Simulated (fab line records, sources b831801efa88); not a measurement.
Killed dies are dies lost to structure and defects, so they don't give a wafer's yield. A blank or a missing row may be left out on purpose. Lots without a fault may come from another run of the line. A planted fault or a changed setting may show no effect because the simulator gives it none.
Which tool did it? | flow gf180mcu | 13 lots, 39 wafers sampled, at 4 steps of a route of 602

WHAT THE GAUGES READ, wafer by wafer
GF_V4_CD_MEAS_14: target cd 260 nm.
lot  | measured     | on        | cd_nm (nm)
L264 | day 24 09:29 | cd_sem-01 | 261.1 260.2 261.0
L265 | day 24 22:26 | cd_sem-02 | 258.1 258.4 259.0
L266 | day 25 02:05 | cd_sem-01 | 260.6 261.2 259.8
L267 | day 25 06:17 | cd_sem-01 | 260.5 260.7 260.4
L268 | day 25 19:17 | cd_sem-01 | 261.2 259.6 260.2
L269 | day 26 01:22 | cd_sem-02 | 260.1 259.8 260.1
L270 | day 26 07:20 | cd_sem-01 | 259.7 259.3 260.4
L271 | day 27 00:11 | cd_sem-02 | 261.0 259.3 260.3
L272 | day 27 05:19 | cd_sem-01 | 258.2 259.2 258.0
L273 | day 27 06:40 | cd_sem-02 | 261.6 262.6 260.7
L283 | day 30 08:41 | cd_sem-02 | 260.3 261.0 261.3
L284 | day 30 12:36 | cd_sem-02 | 260.9 261.1 261.1
L285 | day 30 16:29 | cd_sem-02 | 260.9 260.8 261.0

GF_V5_RS_MEAS_24: measures by four-point-probe.
lot  | measured     | on            | V5_W_RS (ohm/sq)
L264 | day 27 05:28 | film_metro-02 | 0.334 0.333 0.323
L265 | day 27 17:00 | film_metro-02 | 0.332 0.326 0.326
L266 | day 27 21:04 | film_metro-04 | 0.323 0.325 0.336
L267 | day 28 00:33 | film_metro-04 | 0.333 0.323 0.336
L268 | day 28 12:35 | film_metro-02 | 0.320 0.322 0.327
L269 | day 28 19:23 | film_metro-03 | 0.324 0.330 0.326
L270 | day 29 01:17 | film_metro-02 | 0.326 0.324 0.335
L271 | day 29 15:49 | film_metro-04 | 0.325 0.323 0.325
L272 | day 29 19:36 | film_metro-03 | 0.325 0.333 0.328
L273 | day 29 20:44 | film_metro-02 | 0.335 0.336 0.331
L283 | day 32 16:32 | film_metro-04 | 0.330 0.325 0.329
L284 | day 32 20:53 | film_metro-03 | 0.328 0.329 0.330
L285 | day 33 01:29 | film_metro-02 | 0.327 0.328 0.323

WHICH TOOL RAN EACH LOT (tool, then ch and the chambers of the sampled wafers, then the start)
lot  | GF_M1_SPUTTER_01             | GF_M5_STRIP_11
L264 | pvd_sputter-02, day 16 01:58 | plasma_asher-04 ch 0,1, day 26 06:29
L265 | pvd_sputter-02, day 16 18:07 | plasma_asher-03 ch 0,1, day 26 17:55
L266 | pvd_sputter-02, day 16 21:01 | plasma_asher-02 ch 0,1, day 26 22:09
L267 | pvd_sputter-02, day 16 23:38 | plasma_asher-03 ch 0,1, day 27 02:29
L268 | pvd_sputter-02, day 17 17:19 | plasma_asher-02 ch 0,1, day 27 14:37
L269 | pvd_sputter-02, day 17 23:05 | plasma_asher-02 ch 0,1, day 27 21:50
L270 | pvd_sputter-03, day 18 04:50 | plasma_asher-04 ch 0,1, day 28 03:06
L271 | pvd_sputter-02, day 18 23:22 | plasma_asher-03 ch 0,1, day 28 17:45
L272 | pvd_sputter-02, day 19 05:41 | plasma_asher-03 ch 0,1, day 28 23:08
L273 | pvd_sputter-03, day 19 07:19 | plasma_asher-04 ch 0,1, day 29 00:09
L283 | pvd_sputter-01, day 23 01:37 | plasma_asher-03 ch 0,1, day 31 21:44
L284 | pvd_sputter-03, day 23 06:02 | plasma_asher-03 ch 0,1, day 32 02:38
L285 | pvd_sputter-02, day 23 11:50 | plasma_asher-02 ch 0,1, day 32 06:23
- GF_M1_SPUTTER_01: material TiN, target thk 30 nm, time 25 s.
- GF_M5_STRIP_11: strips in O2/N2.

WHAT THE TOOLS THEMSELVES READ (means of the sampled wafers that have a number; where no wafer has one, the mark that the record gives instead)
GF_M1_SPUTTER_01.
lot  | tool           | throttle_valve_pct (%)
L264 | pvd_sputter-02 | 30.4
L265 | pvd_sputter-02 | 29.3
L266 | pvd_sputter-02 | 29.1
L267 | pvd_sputter-02 | 29.4
L268 | pvd_sputter-02 | 30.4
L269 | pvd_sputter-02 | 30.1
L270 | pvd_sputter-03 | 29.2
L271 | pvd_sputter-02 | 29.6
L272 | pvd_sputter-02 | 29.8
L273 | pvd_sputter-03 | 29.1
L283 | pvd_sputter-01 | 29.7
L284 | pvd_sputter-03 | 29.3
L285 | pvd_sputter-02 | 30.7

GF_M5_STRIP_11.
lot  | tool            | chamber_pressure_mTorr (mTorr) | drypump_motor_current_A (A) | heater_power_w (W) | oes_product_au (a.u.) | strip_time_to_endpoint_s (s)
L264 | plasma_asher-04 | 1498.7                         | 5.7                         | 324                | 0.525                 | 7.04
L265 | plasma_asher-03 | 1500.1                         | 5.9                         | 301                | 0.525                 | 7.10
L266 | plasma_asher-02 | 1498.0                         | 5.5                         | 324                | 0.522                 | 7.03
L267 | plasma_asher-03 | 1499.1                         | 5.9                         | 303                | 0.525                 | 7.08
L268 | plasma_asher-02 | 1500.4                         | 5.6                         | 316                | 0.513                 | 6.93
L269 | plasma_asher-02 | 1501.0                         | 5.5                         | 323                | 0.527                 | 7.08
L270 | plasma_asher-04 | 1500.3                         | 6.0                         | 334                | 0.524                 | 7.02
L271 | plasma_asher-03 | 1500.1                         | 6.1                         | 289                | 0.517                 | 7.03
L272 | plasma_asher-03 | 1497.8                         | 5.9                         | 296                | 0.524                 | 7.03
L273 | plasma_asher-04 | 1499.1                         | 6.0                         | 344                | 0.525                 | 7.08
L283 | plasma_asher-03 | 1499.5                         | 6.0                         | 284                | 0.520                 | 6.98
L284 | plasma_asher-03 | 1500.7                         | 5.9                         | 302                | 0.519                 | 6.95
L285 | plasma_asher-02 | 1499.6                         | 5.6                         | 319                | 0.524                 | 7.04

THE ANSWER, worked out from the rows above alone
Rule: what is usual is taken from the lots themselves. Put in order of their means at a reading, lots are off if they are a third of the lots or fewer, leave a main group of 4 or more, and stand apart from it by a gap of 3 or more times the standard deviation of the main group's means; of several such gaps the widest counts. A main group whose means are all the same, to the digits that the tables above print for the reading, isn't used. A lot without any number at a reading at which 4 lots or more have one is off too. The other lots that the step has rows for count as sound. The gauges are gone through in route order, then the tools' own readings, and for those a lot's mean is taken as printed above. The first step at which some lot is off is used, and at that step the reading that is off furthest; a lot without a number counts as furthest.
No lot is off at any reading shown: from this, nothing can be told.

WHAT THE SIMULATOR HAD PUT IN
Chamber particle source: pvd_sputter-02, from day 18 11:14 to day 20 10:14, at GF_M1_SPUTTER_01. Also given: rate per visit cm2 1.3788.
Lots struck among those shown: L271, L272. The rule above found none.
